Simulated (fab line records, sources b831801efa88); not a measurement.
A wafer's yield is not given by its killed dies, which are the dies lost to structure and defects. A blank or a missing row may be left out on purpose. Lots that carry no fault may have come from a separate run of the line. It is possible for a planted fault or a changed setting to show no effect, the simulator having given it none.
Code-filled problem report in 8D (eight disciplines) form    flow gf180mcu    the parts of the form that need people (team, actions taken, sign-off) are left out

1. THE ISSUE
Mean of heater power total W at GF_M1_SOFTBAKE_10: 91.72 W across 6 wafers in 2 lots; on wafers with no fault it is 93.04 W (standard deviation 0.061). Measured from the usual mean, that is -22 standard deviations.
The step: time 60 s.
Earliest sighting: wafer L394.2 on litho track-02 at day 20 00:01. The record has a number at this step for 36 wafers belonging to 12 lots. By rule, "out" or "out of limits" means more than 4 standard deviations away from the usual mean. The rest of the wafers with a number are treated as sound.

2. WHAT IT IS, AND WHAT IT ISN'T
question                     is                                  is not
which readings at this step  heater power total W, plate temp C  exhaust pa
which lots                   L394, L395                          L385, L387, L388, L392, L400, L402, L403, L405, L406, L408
which wafers of those lots   all that have a number              -
read on which tools          litho track-02                      litho track-01, litho track-04
when                         from day 20 00:01                   up to then (12 sound wafers); but 18 sound wafers of L400, L402, L403, L405, L406, L408 came after

3. SUSPECTS, AND WHAT RULES EACH OUT
Counting: a tool at a process step up to the reading stays a suspect if it ran every lot that is out and no sound lot after the first of them.
- litho track-02 at GF_M1_SOFTBAKE_10 (time 60 s): ruled out as a lasting fault. Sound lots L402, L406 ran on it after its first lot that is out, L394 (day 20 00:01).
Left after counting: nothing in the record.

4. THE CAUSE (what the simulator had put in)
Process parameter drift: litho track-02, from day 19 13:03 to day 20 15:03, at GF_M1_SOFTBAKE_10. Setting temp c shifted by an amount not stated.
Counting ruled it out, wrongly.

5. THE CHAIN OF EFFECTS, in route order
Each row: a reading whose mean over the struck wafers that have a number lies more than 3 standard deviations from the usual. Readings are gone through only where the record gives a usual standard deviation; hours: the median, over the lots, of the time from a lot's start at the first step in this table giving one to that lot's start at this step; sigmas: the change measured in usual standard deviations.
hours  step               reading               usual     on struck wafers  change  sigmas
0      GF_M1_SOFTBAKE_10  heater power total W  93.04 W   91.72             -1.32   -22
0      GF_M1_SOFTBAKE_10  plate temp C          129.97 C  128.75            -1.22   -9.3
12     GF_M1_CD_MEAS_14   cd nm                 230.3 nm  234.3             +4.0    +3.3
Process steps it contains:
- GF_M1_SOFTBAKE_10: time 60 s.

6. HOW IT WOULD HAVE BEEN CAUGHT EARLIER
First out-of-limits reading in this record: day 20 00:01, which is 11 hours after fault onset at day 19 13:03.
